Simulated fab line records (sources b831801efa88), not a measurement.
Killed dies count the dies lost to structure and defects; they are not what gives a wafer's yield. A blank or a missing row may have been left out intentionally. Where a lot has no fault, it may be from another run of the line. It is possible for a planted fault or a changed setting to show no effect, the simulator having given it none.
fab line records | flow sky130 | part 1 of 2: steps 1 to 27 of 37
record: lots: 5 wafers: 15 last-day: 50
route steps=708 shown METAL3@555 VIA3@573
lots that met no fault: taken from a fault-free run of the same line
start-h: the number of hours between the record's first day and the start of the first shown wafer of the lot | wait-h: hours elapsed since this lot's preceding step | " same as the row above | L1.1+2: several wafers, shown together as one row | - either no value or no given start | * or withheld: withheld | < > ~ a bound
route shown NAME@n: names a module that has steps shown in the file, with the first one's number in the route | usual: average and standard deviation across the fault-free wafers | same: alike in all rows | chamber/n: place in a boat | sites: per-site readings | _std_site: standard deviation of those values | _edge_site: outer sites' mean less inner sites' | radius-mm: for every site, how far away it sits from the centre of the wafer | mask NAME#n: copy n | behind: the most recent tool/chamber to have shaped the wafer | hold: the reason the lot was held/the length of the hold in hours/how it ended | device: whichever transistor did not switch (one of n, p or np) | end of line: at the end of the route, the tests of the same wafers | for a step that has no rows: nothing shown but its recipe | killed: dies lost to structure and defects at the first sort, not the wafer's yield | map: the dies of a wafer, with x for killed, . for not killed, _ for no die there
set.NAME: the setting the step ran with; set.NAME@STEP: the setting that earlier step ran with | model.NAME: the simulator's own value behind a step, which no gauge read
lots at selected steps of the route; one table per step, one row per wafer
services: a tool's chamber out of use, with start hour (start-h, from the record's first day; less than 0 if before it), hours out, and reason
== steps ==
step: SKY_METAL3_DEHYDRATE_05
recipe: temp-c: 200 time-s: 60
usual: plate-temp-C: 199.99/0.15
columns lot.wafer tool chamber start-h wait-h plate-temp-C
L081.3 litho-track-03 0 939.35 12.0 200.04
L081.4 " 0 " " 200.08
L081.6 " 0 " " 199.81
L082.1 litho-track-02 0 951.68 11.4 200.03
L082.3 " 0 " " 199.85
L082.4 " 0 " " 199.95
L087.1 litho-track-01 0 987.65 11.5 199.90
L087.3 " 0 " " 200.21
L087.4 " 0 " " 200.03
L089.1 litho-track-02 0 993.68 10.6 200.03
L089.3 " 0 " " 199.93
L089.4 " 0 " " 200.13
L097.3 litho-track-03 0 1049.00 9.7 200.03
L097.4 " 0 " " 199.86
L097.6 " 0 " " 199.91
step: SKY_METAL3_HMDS_06
recipe: prime-time-s: 60 prime-temp-c: 120
columns lot.wafer tool chamber start-h wait-h
L081.3+4+6 litho-track-03 0 939.50 0.1
L082.1+3+4 litho-track-02 0 951.83 0.1
L087.1+3+4 litho-track-01 0 987.80 0.1
L089.1+3+4 litho-track-02 0 993.83 0.1
L097.3+4+6 litho-track-03 0 1049.15 0.1
step: SKY_METAL3_COAT_07
recipe: resist: BARC temp-c: withheld time-s: withheld spin-rpm: 3000 resist-thk-nm: 60
usual: dispense-pressure-kPa: 54.7/2.3
columns lot.wafer tool chamber start-h wait-h dispense-pressure-kPa
L081.3 litho-track-03 0 939.65 0.1 58.5
L081.4 " 0 " " 58.5
L081.6 " 0 " " 58.5
L082.1 litho-track-02 0 951.98 0.1 54.2
L082.3 " 0 " " 54.2
L082.4 " 0 " " 54.2
L087.1 litho-track-01 0 987.95 0.1 52.7
L087.3 " 0 " " 52.6
L087.4 " 0 " " 52.6
L089.1 litho-track-02 0 993.98 0.1 54.2
L089.3 " 0 " " 54.1
L089.4 " 0 " " 54.1
L097.3 litho-track-03 0 1049.30 0.1 58.5
L097.4 " 0 " " 58.5
L097.6 " 0 " " 58.5
step: SKY_METAL3_COAT_08
recipe: resist: KrF-thick spin-rpm: 3000 resist-thk-nm: 1140
usual: dispense-pressure-kPa: 54.6/2.3
columns lot.wafer tool chamber start-h wait-h dispense-pressure-kPa
L081.3 litho-track-03 0 - - 58.4
L081.4 " 0 " " 58.4
L081.6 " 0 " " 58.4
L082.1 litho-track-02 0 - - 54.1
L082.3 " 0 " " 54.2
L082.4 " 0 " " 54.2
L087.1 litho-track-01 0 - - 52.6
L087.3 " 0 " " 52.6
L087.4 " 0 " " 52.6
L089.1 litho-track-02 0 - - 54.2
L089.3 " 0 " " 54.2
L089.4 " 0 " " 54.2
L097.3 litho-track-03 0 - - 58.4
L097.4 " 0 " " 58.4
L097.6 " 0 " " 58.4
step: SKY_METAL3_SOFTBAKE_09
recipe: temp-c: 100 time-s: 90 resist: KrF-thick
usual: plate-temp-C: 100.00/0.13
columns lot.wafer tool chamber start-h wait-h plate-temp-C
L081.3 litho-track-03 0 - - 99.96
L081.4 " 0 " " 99.92
L081.6 " 0 " " 99.98
L082.1 litho-track-02 0 - - 99.92
L082.3 " 0 " " 99.87
L082.4 " 0 " " 100.00
L087.1 litho-track-01 0 - - 99.79
L087.3 " 0 " " 99.84
L087.4 " 0 " " 99.76
L089.1 litho-track-02 0 - - 99.94
L089.3 " 0 " " 99.94
L089.4 " 0 " " 100.09
L097.3 litho-track-03 0 - - 100.11
L097.4 " 0 " " 100.01
L097.6 " 0 " " 100.13
step: SKY_METAL3_EXPOSE_10
recipe: mask-id: MM3 na: 0.68 source-shape: annular sigma-inner: 0.4 sigma-outer: 0.8 target-cd-nm: 300 dose-mj: 28
usual: reticle-temp-C: 22.99/0.11
columns lot.wafer tool chamber start-h wait-h mask reticle-temp-C
L081.3 krf-scanner-01 0 - - MM3#0 23.12
L081.4 " 0 " " MM3#0 23.06
L081.6 " 0 " " MM3#0 23.01
L082.1 krf-scanner-01 0 - - MM3#0 23.03
L082.3 " 0 " " MM3#0 23.18
L082.4 " 0 " " MM3#0 23.15
L087.1 krf-scanner-02 0 - - MM3#0 23.01
L087.3 " 0 " " MM3#0 23.07
L087.4 " 0 " " MM3#0 23.02
L089.1 krf-scanner-01 0 - - MM3#0 22.90
L089.3 " 0 " " MM3#0 22.86
L089.4 " 0 " " MM3#0 22.91
L097.3 krf-scanner-01 0 - - MM3#0 23.05
L097.4 " 0 " " MM3#0 23.05
L097.6 " 0 " " MM3#0 22.87
step: SKY_METAL3_PEB_11
recipe: peb-temp-c: withheld peb-time-s: withheld resist: KrF-thick
columns lot.wafer tool chamber start-h wait-h
L081.3+4+6 litho-track-01 0 - -
L082.1+3+4 litho-track-01 0 - -
L087.1+3+4 litho-track-03 0 - -
L089.1+3+4 litho-track-02 0 - -
L097.3+4+6 litho-track-03 0 - -
step: SKY_METAL3_DEVELOP_12
recipe: develop-time-s: 60 resist: KrF-thick dev-temp-c: 21
columns lot.wafer tool chamber start-h wait-h
L081.3+4+6 litho-track-01 0 - -
L082.1+3+4 litho-track-01 0 - -
L087.1+3+4 litho-track-03 0 - -
L089.1+3+4 litho-track-02 0 - -
L097.3+4+6 litho-track-03 0 - -
step: SKY_METAL3_CD_MEAS_13
recipe: target-cd-nm: 300
usual: cd-nm: 299.7/1.8
columns lot.wafer tool chamber start-h wait-h cd-nm
L081.3 cd-sem-02 - 951.89 - 298.1
L081.4 " - " " 299.2
L081.6 " - " " 299.0
L082.1 cd-sem-01 - 964.70 - 298.9
L082.3 " - " " 298.5
L082.4 " - " " 297.7
L087.1 cd-sem-01 - 999.80 - 300.6
L087.3 " - " " 302.7
L087.4 " - " " 303.4
L089.1 cd-sem-02 - 1006.73 - 301.0
L089.3 " - " " 300.1
L089.4 " - " " 300.6
L097.3 cd-sem-01 - 1061.34 - 303.2
L097.4 " - " " 303.3
L097.6 " - " " 302.6
step: SKY_METAL3_OVL_MEAS_14
usual: METAL3_OVL: -1/4.7
columns lot.wafer tool chamber start-h wait-h METAL3_OVL[nm]
L081.3 overlay-01 - 951.98 0.1 0
L081.4 " - " " -1
L081.6 " - " " 3
L082.1 overlay-01 - 964.82 0.1 2
L082.3 " - " " 2
L082.4 " - " " 5
L087.1 overlay-01 - 999.92 0.1 -2
L087.3 " - " " -1
L087.4 " - " " -5
L089.1 overlay-02 - 1006.85 0.1 -1
L089.3 " - " " 0
L089.4 " - " " -2
L097.3 overlay-02 - 1061.44 0.1 -3
L097.4 " - " " -4
L097.6 " - " " -5
step: SKY_METAL3_DESCUM_15
recipe: chemistry: O2 source-power-w: 150 bias-power-w: 0 pressure-mtorr: 10 temp-c: 40 time-s: 8
usual: drypump-motor-current-A: 5.5/0.53 oes-product-au: 0.995/0.01
columns lot.wafer tool chamber start-h wait-h drypump-motor-current-A oes-product-au rf-hours-counter-h
L081.3 rie-metal-03 1 952.01 0.0 6.5 0.992 -
L081.4 " 0 " " 5.6 0.997 -
L081.6 " 0 " " 5.6 1.004 -
L082.1 rie-metal-01 1 964.85 0.0 5.0 0.998 15
L082.3 " 1 " " 5.0 1.002 -
L082.4 " 0 " " 5.2 0.989 -
L087.1 rie-metal-01 1 999.96 0.0 5.0 0.994 17
L087.3 " 1 " " 5.0 0.987 -
L087.4 " 0 " " 5.2 0.991 -
L089.1 rie-metal-04 1 1006.89 0.0 5.7 0.991 12
L089.3 " 0 " " 5.7 1.005 -
L089.4 " 1 " " 5.7 0.998 -
L097.3 rie-metal-01 0 1061.47 0.0 5.3 0.986 -
L097.4 " 1 " " 5.0 0.999 -
L097.6 " 1 " " 5.0 0.996 -
step: SKY_METAL3_ETCH_16
recipe: chemistry: N2/H2 target: BARC ion-energy-ev: 200 bias-w: 100 pressure-mtorr: 30 n2-flow-sccm: 100 h2-flow-sccm: 200 icp-w: 500 stop-on: SiO2 time-s: 88.2 target-depth-a: 600
usual: drypump-motor-current-A: 5.5/0.53 oes-product-au: 0.626/0.005 throttle-valve-pct: 13.206/0.0084
columns lot.wafer tool chamber start-h wait-h drypump-motor-current-A oes-product-au rf-hours-counter-h throttle-valve-pct
L081.3 rie-metal-03 1 952.07 0.0 6.5 0.623 - 13.218
L081.4 " 0 " " 5.6 0.624 - 13.213
L081.6 " 0 " " 5.6 0.631 - 13.198
L082.1 rie-metal-01 1 964.88 0.0 5.0 0.628 15 13.204
L082.3 " 1 " " 5.0 0.617 - 13.211
L082.4 " 0 " " 5.3 0.620 - 13.187
L087.1 rie-metal-01 1 999.99 0.0 5.0 0.628 17 13.204
L087.3 " 1 " " 5.0 0.629 - 13.204
L087.4 " 0 " " 5.3 0.612 - 13.215
L089.1 rie-metal-04 1 1006.92 0.0 5.7 0.630 12 13.209
L089.3 " 0 " " 5.7 0.629 - 13.207
L089.4 " 1 " " 5.7 0.635 - 13.197
L097.3 rie-metal-01 0 1061.52 0.0 5.3 0.638 - 13.214
L097.4 " 1 " " 5.0 0.616 - 13.203
L097.6 " 1 " " 5.0 0.627 - 13.195
step: SKY_METAL3_ETCH_17
recipe: target: SiO2 stop-on: TiN chemistry: C4F8/O2/Ar source-w: 1500 bias-w: 1200 pressure-mtorr: 40 c4f8-flow-sccm: withheld O2_flow_sccm: 6 Ar_flow_sccm: 300 time-s: 3.9 target-depth-a: 150
usual: oes-product-au: 0.755/0.0075
columns lot.wafer tool chamber start-h wait-h oes-product-au rf-hours-counter-h
L081.3 rie-diel-04 0 952.13 0.0 0.752 18
L081.4 " 3 " " 0.761 9
L081.6 " 0 " " 0.767 -
L082.1 rie-diel-04 0 964.98 0.1 0.754 18
L082.3 " 2 " " 0.745 9
L082.4 " 3 " " 0.757 9
L087.1 rie-diel-03 3 1000.09 0.1 0.755 12
L087.3 " 1 " " 0.753 1
L087.4 " 0 " " 0.761 10
L089.1 rie-diel-04 2 1007.02 0.1 0.750 11
L089.3 " 0 " " 0.748 20
L089.4 " 1 " " 0.763 14
L097.3 rie-diel-04 3 1061.59 0.0 0.742 12
L097.4 " 2 " " 0.759 12
L097.6 " 1 " " 0.761 -
step: SKY_METAL3_METAL_ETCH_18
recipe: target-depth-a: 8450 stop-on: SiO2 over-etch-frac: 0.3 time-s: 183.1 chemistry: Cl2/BCl3 resist-sidewall-deg: 88 pressure-mtorr: 10 icp-w: 900 bias-w: 48.5 Cl2_flow_sccm: 60 bcl3-flow-sccm: 30
usual: drypump-motor-current-A: 5.7/0.34 oes-product-au: 0.865/0.007 throttle-valve-pct: 22.265/0.0093
same: over-etch-frac: 0.3
columns lot.wafer tool chamber start-h wait-h drypump-motor-current-A oes-product-au rf-hours-counter-h throttle-valve-pct
L081.3 rie-metal-04 1 952.21 0.1 5.6 0.858 - 22.264
L081.4 " 0 " " 5.7 0.855 - 22.243
L081.6 " 1 " " 5.6 0.854 - 22.258
L082.1 rie-metal-04 0 965.00 0.0 5.7 0.874 19 22.255
L082.3 " 1 " " 5.7 0.876 - 22.265
L082.4 " 0 " " 5.7 0.872 - 22.279
L087.1 rie-metal-03 0 1000.11 0.0 5.5 0.860 13 22.279
L087.3 " 0 " " 5.5 0.859 - 22.266
L087.4 " 1 " " 6.4 0.855 - 22.236
L089.1 rie-metal-03 1 1007.04 0.0 6.5 0.874 9 22.271
L089.3 " 1 " " 6.5 0.873 - 22.265
L089.4 " 0 " " 5.6 0.876 - 22.258
L097.3 rie-metal-03 0 1061.67 0.1 5.5 0.872 - 22.248
L097.4 " 1 " " 6.5 0.858 - 22.270
L097.6 " 0 " " 5.5 0.864 - 22.268
step: SKY_METAL3_STRIP_19
recipe: chemistry: O2/N2 power-w: 1400 pressure-mtorr: 1500 platen-temp-c: withheld o2-flow-sccm: 3000 n2-flow-sccm: 300 overash-fraction: 0.5
usual: drypump-motor-current-A: 5.9/0.37 oes-product-au: 0.501/0.0059 strip-time-to-endpoint-s: 6.50/0.099
columns lot.wafer tool chamber start-h wait-h drypump-motor-current-A oes-product-au rf-hours-counter-h strip-time-to-endpoint-s
L081.3 plasma-asher-02 1 952.36 0.1 5.8 0.502 - 6.53
L081.4 " 0 " " 6.5 0.493 - 6.45
L081.6 " 0 " " 6.5 0.508 - 6.59
L082.1 plasma-asher-04 0 965.18 0.1 5.7 0.503 117 6.31
L082.3 " 1 " " 5.9 0.506 - 6.48
L082.4 " 0 " " 5.7 0.502 - 6.35
L087.1 plasma-asher-04 0 1000.29 0.1 5.7 0.500 121 6.45
L087.3 " 1 " " 6.0 0.497 - 6.44
L087.4 " 0 " " 5.7 0.507 - 6.62
L089.1 plasma-asher-04 0 1007.21 0.1 5.6 0.509 121 6.70
L089.3 " 1 " " 6.0 0.508 - 6.61
L089.4 " 0 " " 5.6 0.500 - 6.48
L097.3 plasma-asher-03 1 1061.82 0.1 6.4 0.497 - 6.46
L097.4 " 0 " " 5.4 0.515 - 6.64
L097.6 " 0 " " 5.4 0.494 - 6.47
step: SKY_METAL3_STRIP_20
recipe: chemistry: post-etch-residue-remover time-s: 1200 temp-c: 72.5
usual: bath-heat-duty-pct: 13.8/1.2
columns lot.wafer tool chamber start-h wait-h bath-heat-duty-pct
L081.3 wet-bench-01 0 952.43 0.0 12.1
L081.4 " 0 " " 13.0
L081.6 " 0 " " 14.8
L082.1 wet-bench-02 3 965.28 0.1 13.7
L082.3 " 3 " " 14.3
L082.4 " 3 " " 13.1
L087.1 wet-bench-04 2 1000.39 0.1 13.5
L087.3 " 2 " " 11.9
L087.4 " 2 " " 13.7
L089.1 wet-bench-04 3 1007.32 0.1 14.7
L089.3 " 3 " " 15.2
L089.4 " 3 " " 14.5
L097.3 wet-bench-04 3 1061.89 0.0 15.1
L097.4 " 3 " " 14.9
L097.6 " 3 " " 13.6
step: SKY_METAL3_CLEAN_21
recipe: chemistry: IPA time-s: 180 temp-c: 25
usual: bath-heat-duty-pct: 6.1/0.76
columns lot.wafer tool chamber start-h wait-h bath-heat-duty-pct
L081.3 wet-bench-02 2 952.77 0.0 6.5
L081.4 " 2 " " 5.8
L081.6 " 2 " " 6.2
L082.1 wet-bench-04 1 965.62 0.0 6.2
L082.3 " 1 " " 4.9
L082.4 " 1 " " 6.2
L087.1 wet-bench-02 2 1000.73 0.0 5.4
L087.3 " 2 " " 5.9
L087.4 " 2 " " 6.6
L089.1 wet-bench-04 0 1007.66 0.0 7.8
L089.3 " 0 " " 7.4
L089.4 " 0 " " 7.1
L097.3 wet-bench-04 1 1062.26 0.0 6.1
L097.4 " 1 " " 5.0
L097.6 " 1 " " 5.5
step: SKY_METAL3_CLEAN_22
recipe: chemistry: O3/DIW dry: n2-spin
columns lot.wafer tool chamber start-h wait-h
L081.3+4+6 wet-bench-01 1 952.83 0.0
L082.1+3+4 wet-bench-02 0 965.68 0.0
L087.1+3+4 wet-bench-01 2 1000.79 0.0
L089.1+3+4 wet-bench-01 0 1007.72 0.0
L097.3+4+6 wet-bench-04 3 1062.32 0.0
step: SKY_VIA3_HDPCVD_00
recipe: material: SiO2 target-thk-nm: 1635 sigma-open-frac: 0.3 time-s: 272.5 temp-c: 400 sih4-flow-sccm: 60 pressure-mtorr: 6
columns lot.wafer tool chamber start-h wait-h
L081.3+4+6 hdpcvd-02 2,1,0 952.93 0.0
L082.1+3+4 hdpcvd-01 1,0,0 965.77 0.0
L087.1+3+4 hdpcvd-01 2,1,0 1000.88 0.0
L089.1+3+4 hdpcvd-01 0,1,1 1007.81 0.0
L097.3+4+6 hdpcvd-01 0,1,0 1062.42 0.0
step: SKY_VIA3_THK_MEAS_01
recipe: reads: SiO2_of_VIA3_HDPCVD_00
usual: VIA3_HDPCVD_THK: 1632/15
columns lot.wafer tool chamber start-h wait-h VIA3_HDPCVD_THK[nm]
L081.3 film-metro-03 - 953.11 0.1 1626
L081.4 " - " " 1623
L081.6 " - " " 1611
L082.1 film-metro-02 - 965.94 0.1 1628
L082.3 " - " " 1629
L082.4 " - " " 1633
L087.1 film-metro-02 - 1001.05 0.1 1658
L087.3 " - " " 1647
L087.4 " - " " 1642
L089.1 film-metro-04 - 1008.02 0.1 1641
L089.3 " - " " 1635
L089.4 " - " " 1640
L097.3 film-metro-04 - 1062.61 0.1 1643
L097.4 " - " " 1643
L097.6 " - " " 1634
step: SKY_VIA3_CMP_02
recipe: material: SiO2 down-force-psi: 4 platen-rpm: 60 pad-velocity-m-s: 0.94248
usual: motor-current-A: 12.4/1.6
columns lot.wafer tool chamber start-h wait-h motor-current-A
L081.3 cmp-02 0 953.15 0.0 12.1
L081.4 " 3 " " 14.0
L081.6 " 0 " " 12.3
L082.1 cmp-01 2 966.05 0.1 13.5
L082.4 " 3 " " 11.6
L082.3 " 0 " " 14.3
L087.3 cmp-01 0 1001.16 0.1 14.0
L087.1 " 1 " " 9.6
L087.4 " 2 " " 13.7
L089.3 cmp-01 2 1008.13 0.1 13.8
L089.4 " 3 " " 11.9
L089.1 " 0 " " 13.7
L097.4 cmp-02 0 1062.70 0.1 10.7
L097.3 " 1 " " 13.3
L097.6 " 3 " " 13.9
step: SKY_VIA3_BOW_MEAS_03
recipe: mode: bow
usual: VIA3_BOW: 80/7.7
columns lot.wafer tool chamber start-h wait-h VIA3_BOW[um]
L081.3 film-metro-04 - 953.49 0.3 73
L081.4 " - " " 77
L081.6 " - " " 77
L082.1 film-metro-03 - 966.30 0.2 72
L082.3 " - " " 71
L082.4 " - " " 81
L087.1 film-metro-03 - 1001.41 0.1 73
L087.3 " - " " 79
L087.4 " - " " 88
L089.1 film-metro-03 - 1008.38 0.1 85
L089.3 " - " " 64
L089.4 " - " " 72
L097.3 film-metro-04 - 1062.99 0.2 85
L097.4 " - " " 80
L097.6 " - " " 78
step: SKY_VIA3_DEHYDRATE_04
recipe: temp-c: 200 time-s: 60
usual: plate-temp-C: 200.00/0.13
columns lot.wafer tool chamber start-h wait-h plate-temp-C
L081.3 litho-track-03 0 965.15 11.6 200.15
L081.4 " 0 " " 200.02
L081.6 " 0 " " 200.09
L082.1 litho-track-03 0 978.05 11.7 199.90
L082.3 " 0 " " 200.12
L082.4 " 0 " " 199.99
L087.1 litho-track-03 0 1013.25 11.8 200.02
L087.3 " 0 " " 199.85
L087.4 " 0 " " 200.16
L089.1 litho-track-03 0 1018.75 10.4 199.85
L089.3 " 0 " " 199.83
L089.4 " 0 " " 199.73
L097.3 litho-track-03 0 1072.25 9.2 199.95
L097.4 " 0 " " 200.00
L097.6 " 0 " " 200.05
step: SKY_VIA3_HMDS_05
recipe: prime-time-s: 60 prime-temp-c: 120
columns lot.wafer tool chamber start-h wait-h
L081.3+4+6 litho-track-03 0 965.30 0.1
L082.1+3+4 litho-track-03 0 978.20 0.1
L087.1+3+4 litho-track-03 0 1013.40 0.1
L089.1+3+4 litho-track-03 0 1018.90 0.1
L097.3+4+6 litho-track-03 0 1072.40 0.1
step: SKY_VIA3_COAT_06
recipe: resist: BARC temp-c: withheld time-s: withheld spin-rpm: 3000 resist-thk-nm: 60
usual: dispense-pressure-kPa: 53/3.5
columns lot.wafer tool chamber start-h wait-h dispense-pressure-kPa
L081.3 litho-track-03 0 965.45 0.1 58
L081.4 " 0 " " 58
L081.6 " 0 " " 59
L082.1 litho-track-03 0 978.35 0.1 58
L082.3 " 0 " " 58
L082.4 " 0 " " 58
L087.1 litho-track-03 0 1013.55 0.1 59
L087.3 " 0 " " 59
L087.4 " 0 " " 58
L089.1 litho-track-03 0 1019.05 0.1 59
L089.3 " 0 " " 59
L089.4 " 0 " " 58
L097.3 litho-track-03 0 1072.55 0.1 58
L097.4 " 0 " " 59
L097.6 " 0 " " 59
step: SKY_VIA3_COAT_07
recipe: resist: KrF-thick spin-rpm: 3000 resist-thk-nm: 450
same: dispense-pressure-kPa: 58
columns lot.wafer tool chamber start-h wait-h
L081.3+4+6 litho-track-03 0 - -
L082.1+3+4 litho-track-03 0 - -
L087.1+3+4 litho-track-03 0 - -
L089.1+3+4 litho-track-03 0 - -
L097.3+4+6 litho-track-03 0 - -
step: SKY_VIA3_SOFTBAKE_08
recipe: temp-c: 100 time-s: 90 resist: KrF-thick
usual: plate-temp-C: 99.99/0.14
columns lot.wafer tool chamber start-h wait-h plate-temp-C
L081.3 litho-track-03 0 - - 100.03
L081.4 " 0 " " 100.22
L081.6 " 0 " " 100.12
L082.1 litho-track-03 0 - - 100.18
L082.3 " 0 " " 99.93
L082.4 " 0 " " 99.94
L087.1 litho-track-03 0 - - 100.16
L087.3 " 0 " " 100.06
L087.4 " 0 " " 99.85
L089.1 litho-track-03 0 - - 100.25
L089.3 " 0 " " 100.12
L089.4 " 0 " " 100.12
L097.3 litho-track-03 0 - - 99.93
L097.4 " 0 " " 100.18
L097.6 " 0 " " 99.94
